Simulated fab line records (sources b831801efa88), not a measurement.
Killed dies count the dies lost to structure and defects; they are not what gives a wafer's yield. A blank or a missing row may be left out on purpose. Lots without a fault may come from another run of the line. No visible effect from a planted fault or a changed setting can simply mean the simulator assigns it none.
8D (eight disciplines) problem report, filled in by code || flow gf180mcu || the parts of the form that need people (team, actions taken, sign-off) are left out

## 1. PROBLEM STATEMENT
At GF_HV_LDD_IMPLANT_36, dose ions cm2 averages 8.088e+12 over 6 wafers from 2 lots, while fault-free wafers read 7.501e+12, standard deviation 7.3e+09. Relative to the usual mean, that is a shift of +80 standard deviations.
The first sign was on wafer L481.1 at day 16 20:11, on implanter-03. At this step, 39 wafers from 13 lots have a number in the record. The rule behind "out" and "out of limits": a value lying over 4 standard deviations away from the usual mean. The other wafers with a number count as sound.

## 2. WHAT IT IS, AND WHAT IT ISN'T
{"question": "which readings at this step", "is": "dose ions cm2", "is not": "beam on s"}
{"question": "which lots", "is": "L481, L482", "is not": "L465, L466, L467, L468, L469, L470, L471, L472, L483, L484, L487"}
{"question": "which wafers of those lots", "is": "all that have a number", "is not": "-"}
{"question": "read on which tools", "is": "implanter-03", "is not": "implanter-01, implanter-02"}
{"question": "when", "is": "from day 16 20:11", "is not": "up to then (24 sound wafers); but 9 sound wafers of L483, L484, L487 came after"}

## 3. SUSPECTS, AND WHAT RULES EACH OUT
Counting: a tool at any process step up to the reading remains a suspect when it ran all the lots that are out and ran no sound lot after the first of those.
- implanter-03 at GF_HV_LDD_IMPLANT_36: kept. Every lot that is out went through it, starting with L481 (day 16 20:11), and after that it ran no sound lot; the last sound lot it ran before then is L472 (day 13 23:09). Its own readings are out on those wafers: dose ions cm2.
The count leaves implanter-03 at GF_HV_LDD_IMPLANT_36.

## 4. THE CAUSE (what the simulator had put in)
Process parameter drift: implanter-03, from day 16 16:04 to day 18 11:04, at GF_HV_LDD_IMPLANT_36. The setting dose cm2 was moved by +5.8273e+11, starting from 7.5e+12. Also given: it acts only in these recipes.
After counting, this tool was the only one left.

## 5. THE CHAIN OF EFFECTS, in route order
Rows list readings where the struck wafers' mean (over those with a number) sits beyond 3 standard deviations from the usual. Readings are gone through only where the record gives a usual standard deviation; hours: the median, over the lots, of the time from a lot's start at the first step in this table giving one to that lot's start at this step; sigmas: the change measured in usual standard deviations.
{"hours": 0, "step": "GF_HV_LDD_IMPLANT_36", "reading": "dose ions cm2", "usual": 7.501e+12, "on struck wafers": 8.088e+12, "change": "+5.875e+11", "sigmas": "+80"}
{"hours": 0, "step": "GF_HV_LDD_IMPLANT_36", "reading": "faraday current uA", "usual": 42.3, "on struck wafers": 45.3, "change": "+3.0", "sigmas": "+3.2"}
It contains these process steps:
- GF_HV_LDD_IMPLANT_36
Later steps that measure or inspect, where all struck wafers having a row at the step show a number for every such reading and not one has moved that far: GF_V3_THK_MEAS_03.

## 6. WHAT WOULD HAVE CAUGHT IT SOONER
In this record no reading fell out of limits until day 16 20:11, 4 hours after the fault had begun at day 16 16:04.
